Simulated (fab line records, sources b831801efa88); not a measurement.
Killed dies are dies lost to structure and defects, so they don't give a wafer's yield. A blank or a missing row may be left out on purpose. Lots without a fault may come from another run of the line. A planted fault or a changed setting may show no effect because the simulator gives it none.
fab line records | flow sky130
record lots=7 wafers=18 last_day=50
route steps=708 shown METAL3@561 VIA3@573 PAD_OPEN@708
lots that met no fault: from a run of the same line without faults
start_h: hours from the record's first day to the start of the lot's first wafer shown | wait_h: hours since the lot's step before | " the same as in the row above | L1.1+2: a row that stands for several wafers | - no value, or no start given | * or withheld: withheld | < > ~ a bound
route shown NAME@n: a module of which the file shows steps, and the number in the route of the first | usual: mean/standard deviation of fault-free wafers | same: alike in all rows | chamber/n: place in a boat | sites: the reading at each site | _std_site: their standard deviation | _edge_site: outer sites' mean less inner sites' | radius_mm: how far each site lies from the wafer's centre | mask NAME#n: copy n | behind: the tool/chamber that last shaped the wafer | hold: why the lot was held/for how many hours/how that ended | device: the transistor (n, p or np) that didn't switch | end of line: the same wafers' tests at the end of the route | a step without rows: its recipe alone | killed: dies lost to structure and defects at the first sort, not the wafer's yield | map: a wafer's dies, x killed, . not, _ none there
set.NAME: the setting as run; set.NAME@STEP: as run at that earlier step | model.NAME: the simulator's own value behind a step, which no gauge read
lots at some steps of the route; a table a step, a row a wafer
services: from which hour (start_h, from the record's first day; less than 0 if before it) a tool's chamber was out of use, for how many hours, and why
## steps
# step SKY_METAL3_PEB_11
# recipe peb_temp_c=withheld peb_time_s=withheld resist=KrF-thick
# step SKY_METAL3_DEVELOP_12
# recipe develop_time_s=60 resist=KrF-thick dev_temp_c=21
# step SKY_METAL3_CD_MEAS_13
# recipe target_cd_nm=300
# usual cd_nm=300.4/1.3
# columns lot.wafer tool chamber start_h wait_h cd_nm
L896.1 cd_sem-01 - 927.83 - 301.0
L896.2 " - " " 299.0
L896.4 " - " " 299.0
L898.1 cd_sem-01 - 932.55 - 300.0
L898.3 " - " " 299.6
L898.4 " - " " 299.3
L905.1 cd_sem-02 - 994.63 - 299.8
L905.5 " - " " 298.0
L906.2 cd_sem-01 - 995.87 - 300.0
L906.5 " - " " 300.7
L908.1 cd_sem-02 - 1002.00 - 300.4
L908.2 " - " " 300.4
L912.3 cd_sem-01 - 1022.94 - 300.8
L912.5 " - " " 299.4
L912.6 " - " " 299.1
L918.1 cd_sem-01 - 1057.35 - 301.9
L918.5 " - " " 301.4
L918.6 " - " " 301.8
# step SKY_METAL3_OVL_MEAS_14
# usual METAL3_OVL=3/5.1
# columns lot.wafer tool chamber start_h wait_h METAL3_OVL[nm]
L896.1 overlay-02 - 927.95 0.1 0
L896.2 " - " " 5
L896.4 " - " " 9
L898.1 overlay-01 - 932.67 0.1 -6
L898.3 " - " " -5
L898.4 " - " " -1
L905.1 overlay-01 - 994.75 0.1 3
L905.5 " - " " -3
L906.2 overlay-02 - 995.97 0.1 -2
L906.5 " - " " 4
L908.1 overlay-01 - 1002.12 0.1 -6
L908.2 " - " " 3
L912.3 overlay-02 - 1023.03 0.1 1
L912.5 " - " " 4
L912.6 " - " " -3
L918.1 overlay-01 - 1057.47 0.1 3
L918.5 " - " " -2
L918.6 " - " " 1
# step SKY_METAL3_DESCUM_15
# recipe chemistry=O2 source_power_w=150 bias_power_w=0 pressure_mtorr=10 temp_c=40 time_s=8
# usual drypump_motor_current_A=5.5/0.34 oes_product_au=1.002/0.012
# columns lot.wafer tool chamber start_h wait_h drypump_motor_current_A oes_product_au rf_hours_counter_h
L896.1 rie_metal-03 0 927.99 0.0 5.6 1.013 6
L896.2 " 1 " " 5.1 1.007 10
L896.4 " 1 " " 5.1 1.013 -
L898.1 rie_metal-03 1 932.70 0.0 5.1 1.016 10
L898.3 " 0 " " 5.6 1.010 -
L898.4 " 1 " " 5.1 1.020 -
L905.1 rie_metal-04 0 994.79 0.0 5.7 0.999 4
L905.5 " 0 " " 5.7 0.994 -
L906.2 rie_metal-03 1 996.00 0.0 5.1 1.005 13
L906.5 " 0 " " 5.6 1.002 -
L908.1 rie_metal-02 1 1002.15 0.0 5.7 0.984 19
L908.2 " 0 " " 4.8 0.992 1
L912.3 rie_metal-04 1 1023.08 0.0 5.8 1.005 -
L912.5 " 1 " " 5.8 1.016 -
L912.6 " 1 " " 5.8 1.009 -
L918.1 rie_metal-04 1 1057.50 0.0 5.8 1.016 24
L918.5 " 0 " " 5.7 1.012 -
L918.6 " 1 " " 5.8 1.013 -
# step SKY_METAL3_ETCH_16
# recipe chemistry=N2/H2 target=BARC ion_energy_ev=200 bias_w=100 pressure_mtorr=30 n2_flow_sccm=100 h2_flow_sccm=200 icp_w=500 stop_on=SiO2 time_s=88.2 target_depth_a=600
# step SKY_METAL3_ETCH_17
# recipe target=SiO2 stop_on=TiN chemistry=C4F8/O2/Ar source_w=1500 bias_w=1200 pressure_mtorr=40 c4f8_flow_sccm=withheld O2_flow_sccm=6 Ar_flow_sccm=300 time_s=3.9 target_depth_a=150
# usual oes_product_au=0.752/0.0077
# columns lot.wafer tool chamber start_h wait_h oes_product_au rf_hours_counter_h
L896.1 rie_diel-01 3 928.12 0.1 0.762 15
L896.2 " 1 " " 0.754 13
L896.4 " 0 " " 0.741 -
L898.1 rie_diel-01 3 932.83 0.1 0.759 15
L898.3 " 1 " " 0.746 13
L898.4 " 0 " " 0.760 -
L905.1 rie_diel-04 2 994.92 0.1 0.739 19
L905.5 " 3 " " 0.739 -
L906.2 rie_diel-04 0 996.13 0.1 0.752 24
L906.5 " 0 " " 0.766 -
L908.1 rie_diel-04 0 1002.28 0.1 0.746 24
L908.2 " 3 " " 0.749 21
L912.3 rie_diel-01 2 1023.32 0.1 0.740 3
L912.5 " 2 " " 0.759 -
L912.6 " 1 " " 0.755 -
L918.1 rie_diel-04 3 1057.64 0.1 0.757 23
L918.5 " 2 " " 0.768 -
L918.6 " 1 " " 0.754 -
# step SKY_METAL3_METAL_ETCH_18
# recipe target_depth_a=8450 stop_on=SiO2 over_etch_frac=0.3 time_s=183.1 chemistry=Cl2/BCl3 resist_sidewall_deg=88 pressure_mtorr=10 icp_w=900 bias_w=48.5 Cl2_flow_sccm=60 bcl3_flow_sccm=30
# usual drypump_motor_current_A=5.5/0.34 oes_product_au=0.865/0.0066 throttle_valve_pct=22.265/0.0077
# columns lot.wafer tool chamber start_h wait_h drypump_motor_current_A oes_product_au rf_hours_counter_h throttle_valve_pct
L896.1 rie_metal-04 0 928.14 0.0 5.7 0.855 1 22.250
L896.2 " 1 " " 5.8 0.863 16 22.272
L896.4 " 1 " " 5.8 0.865 - 22.254
L898.1 rie_metal-04 0 932.85 0.0 5.7 0.872 1 22.275
L898.3 " 1 " " 5.8 0.868 - 22.253
L898.4 " 0 " " 5.7 0.855 - 22.258
L905.1 rie_metal-03 1 994.94 0.0 5.1 0.864 13 22.269
L905.5 " 1 " " 5.1 0.867 - 22.276
L906.2 rie_metal-04 1 996.15 0.0 5.8 0.871 20 22.265
L906.5 " 0 " " 5.7 0.873 - 22.260
L908.1 rie_metal-03 1 1002.30 0.0 5.1 0.863 14 22.253
L908.2 " 0 " " 5.5 0.851 9 22.258
L912.3 rie_metal-03 0 1023.39 0.1 5.5 0.860 - 22.272
L912.5 " 1 " " 5.1 0.865 - 22.268
L912.6 " 0 " " 5.5 0.862 - 22.269
L918.1 rie_metal-03 0 1057.65 0.0 5.5 0.870 13 22.270
L918.5 " 0 " " 5.5 0.861 - 22.267
L918.6 " 1 " " 5.1 0.873 - 22.257
# step SKY_METAL3_STRIP_19
# recipe chemistry=O2/N2 power_w=1400 pressure_mtorr=1500 platen_temp_c=withheld o2_flow_sccm=3000 n2_flow_sccm=300 overash_fraction=0.5
# usual drypump_motor_current_A=5.89/0.21 oes_product_au=0.502/0.0052 strip_time_to_endpoint_s=6.51/0.097
# columns lot.wafer tool chamber start_h wait_h drypump_motor_current_A oes_product_au rf_hours_counter_h strip_time_to_endpoint_s
L896.1 plasma_asher-02 0 928.31 0.1 5.82 0.500 17 6.58
L896.2 " 1 " " 5.85 0.504 17 6.43
L896.4 " 1 " " 5.86 0.499 - 6.48
L898.1 plasma_asher-04 1 933.03 0.1 6.35 0.505 112 6.56
L898.3 " 0 " " 5.72 0.500 - 6.41
L898.4 " 1 " " 6.32 0.498 - 6.58
L905.1 plasma_asher-03 0 995.11 0.1 5.72 0.499 80 6.35
L905.5 " 0 " " 5.72 0.499 - 6.36
L906.2 plasma_asher-04 1 996.33 0.1 6.37 0.501 119 6.44
L906.5 " 1 " " 6.37 0.513 - 6.63
L908.1 plasma_asher-02 0 1002.48 0.1 5.83 0.500 25 6.57
L908.2 " 1 " " 5.85 0.502 25 6.51
L912.3 plasma_asher-03 0 1023.54 0.1 5.68 0.509 - 6.52
L912.5 " 0 " " 5.68 0.495 - 6.52
L912.6 " 1 " " 5.87 0.505 - 6.49
L918.1 plasma_asher-03 1 1057.83 0.1 5.84 0.492 86 6.42
L918.5 " 0 " " 5.73 0.500 - 6.39
L918.6 " 1 " " 5.84 0.496 - 6.43
# step SKY_METAL3_STRIP_20
# recipe chemistry=post_etch_residue_remover time_s=1200 temp_c=72.5
# step SKY_METAL3_CLEAN_21
# recipe chemistry=IPA time_s=180 temp_c=25
# step SKY_METAL3_CLEAN_22
# recipe chemistry=O3/DIW dry=n2_spin
# step SKY_VIA3_HDPCVD_00
# recipe material=SiO2 target_thk_nm=1635 sigma_open_frac=0.3 time_s=272.5 temp_c=400 sih4_flow_sccm=60 pressure_mtorr=6
# usual run_length_s=300.5/0.56
# columns lot.wafer tool chamber start_h wait_h run_length_s model.SiO2_of_VIA3_HDPCVD_00.thk_nm
L896.1 hdpcvd-02 0 928.91 0.0 300.7 1658
L896.2 " 2 " " 301.4 1656
L896.4 " 0 " " 300.0 1656
L898.1 hdpcvd-01 0 933.71 0.0 300.8 1644
L898.3 " 2 " " 300.4 1600
L898.4 " 2 " " 300.0 1607
L905.1 hdpcvd-01 0 995.95 0.0 300.9 1600
L905.5 " 2 " " 250.6 1339
L906.2 hdpcvd-01 0 996.92 0.0 251.8 1311
L906.5 " 2 " " 251.0 1331
L908.1 hdpcvd-01 2 1003.07 0.0 300.5 1634
L908.2 " 0 " " 251.4 1331
L912.3 hdpcvd-02 1 1024.10 0.0 301.4 1633
L912.5 " 1 " " 300.5 1655
L912.6 " 0 " " 299.8 1624
L918.1 hdpcvd-02 2 1058.42 0.0 301.0 1649
L918.5 " 2 " " 301.4 1680
L918.6 " 1 " " 301.0 1647
# step SKY_VIA3_THK_MEAS_01
# recipe reads=SiO2_of_VIA3_HDPCVD_00
# usual VIA3_HDPCVD_THK=1638/20
# columns lot.wafer tool chamber start_h wait_h VIA3_HDPCVD_THK[nm]
L896.1 film_metro-02 - 929.08 0.1 1658
L896.2 " - " " 1658
L896.4 " - " " 1656
L898.1 film_metro-03 - 933.88 0.1 1644
L898.3 " - " " 1600
L898.4 " - " " 1608
L905.1 film_metro-02 - 996.12 0.1 1600
L905.5 " - " " 1341
L906.2 film_metro-03 - 997.10 0.1 1312
L906.5 " - " " 1331
L908.1 film_metro-03 - 1003.24 0.1 1634
L908.2 " - " " 1331
L912.3 film_metro-01 - 1024.29 0.1 1633
L912.5 " - " " 1656
L912.6 " - " " 1624
L918.1 film_metro-03 - 1058.59 0.1 1650
L918.5 " - " " 1681
L918.6 " - " " 1647
# step SKY_VIA3_CMP_02
# recipe material=SiO2 down_force_psi=4 platen_rpm=60 pad_velocity_m_s=0.94248
# usual motor_current_A=11.8/1.1 slurry_flow_ml_min=149.9/0.43
# columns lot.wafer tool chamber start_h wait_h motor_current_A slurry_flow_ml_min
L896.1 cmp-01 3 929.14 0.1 13.1 150.3
L896.2 " 1 " " 11.1 149.6
L896.4 " 2 " " 11.7 149.1
L898.1 cmp-02 3 934.16 0.3 11.2 149.5
L898.4 " 0 " " 12.9 150.6
L898.3 " 1 " " 14.1 150.4
L905.1 cmp-01 3 996.28 0.1 13.0 150.0
L905.5 " 2 " " 11.5 150.1
L906.2 cmp-02 3 997.20 0.1 11.2 150.4
L906.5 " 3 " " 11.1 149.3
L908.2 cmp-01 3 1003.30 0.0 12.4 149.3
L908.1 " 1 " " 11.9 150.0
L912.3 cmp-02 2 1024.62 0.3 9.6 150.5
L912.5 " 1 " " 13.6 149.9
L912.6 " 2 " " 10.0 150.2
L918.1 cmp-01 2 1058.70 0.1 11.5 150.6
L918.5 " 1 " " 11.3 150.1
L918.6 " 2 " " 11.3 150.5
# step SKY_PAD_OPEN_PROBE_99
# usual defect_limited_yield=82.5/1.9 killed_at_M0_to_M3=43/6.8 killed_at_M4_up=3.0/1.6 killed_at_contacts=25/6 killed_at_front_end=15/4.4 killed_at_other=0.3/0.52 killed_dies=86/9.6 killed_open=47/6.7 killed_short=39/6.8 sort_bin_3_pad_short=0.9/0.43 sort_bin_5_function=10.3/1.5 sort_bin_6_memory=6.3/1.1 sort_n_pass=406/9.6 sort_yield_pct=82.5/1.9
# same gross_dies=492 killed_at_back_side=0 sort_bin_4_leakage[%]=0 sort_bin_8_speed[%]=0
# columns lot.wafer tool chamber start_h wait_h defect_limited_yield[%] killed_at_M0_to_M3 killed_at_M4_up killed_at_contacts killed_at_front_end killed_at_other killed_dies killed_open killed_short sort_bin_3_pad_short[%] sort_bin_5_function[%] sort_bin_6_memory[%] sort_n_pass sort_yield_pct[%]
L905.1 prober-02 - 1154.35 0.1 83.3 54 3 12 13 0 82 43 39 0.4 11.0 5.3 410 83.3
# killed by level:class
L905.1 VIA1:geometric_particle:open=10 VIA1:geometric_particle:short=7 VIA2:geometric_particle:open=7 METAL2:geometric_particle:short=6 VIA3:geometric_particle:open=6 FIELD_ISO:geometric_particle:short=5 CONTACT:geometric_particle:open=5 VIA2:geometric_particle:short=5
## services
# columns tool chamber start_h hours kind
cmp-02 - 904.36 15.7 pm
rie_diel-01 2 905.18 - clean
rie_diel-01 2 905.18 28.8 scheduled_down
hdpcvd-02 - 906.37 14.6 pm
plasma_asher-02 - 910.70 5.7 repair
rie_metal-04 - 918.65 1.3 repair
cmp-02 - 920.02 6.2 pm
cmp-02 - 926.20 4.0 pm
cmp-01 - 932.08 3.0 repair
cmp-02 - 935.11 6.6 pm
rie_metal-02 - 937.76 2.8 pm
hdpcvd-01 - 950.25 15.0 pm
plasma_asher-04 - 957.15 0.3 repair
rie_diel-04 3 966.24 6.9 repair
hdpcvd-02 0 969.72 3.0 repair
hdpcvd-02 2 989.88 12.0 repair
rie_diel-04 1 993.94 7.2 repair
rie_diel-04 - 999.06 0.7 repair
hdpcvd-02 1 1007.57 10.5 repair
plasma_asher-04 - 1012.25 2.1 repair
hdpcvd-02 0 1019.44 2.4 repair
rie_metal-04 0 1019.67 4.6 repair
rie_metal-03 - 1024.43 2.8 pm
plasma_asher-04 - 1055.32 9.0 pm
## key
first_sign step=SKY_VIA3_HDPCVD_00 reading=run_length_s direction=down sigmas=89 usual=* struck=*
effect step=SKY_VIA3_THK_MEAS_01 reading=VIA3_HDPCVD_THK direction=down sigmas=16 usual=1638 struck=1329
model_effect step=SKY_VIA3_HDPCVD_00 value=SiO2_of_VIA3_HDPCVD_00.thk_nm without=1624 struck=1328
met_at SKY_VIA3_HDPCVD_00
struck_wafers L905.5,L906.2,L906.5,L908.2
onset_between 933.71 995.95
fault kind=process_parameter_drift tool=hdpcvd-01 chamber=- onset_h=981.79 steps=SKY_VIA3_HDPCVD_00 channel=time_s offset=* shape=step end_h=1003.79 scope=struck_wafers_only acts_in=* stated=*
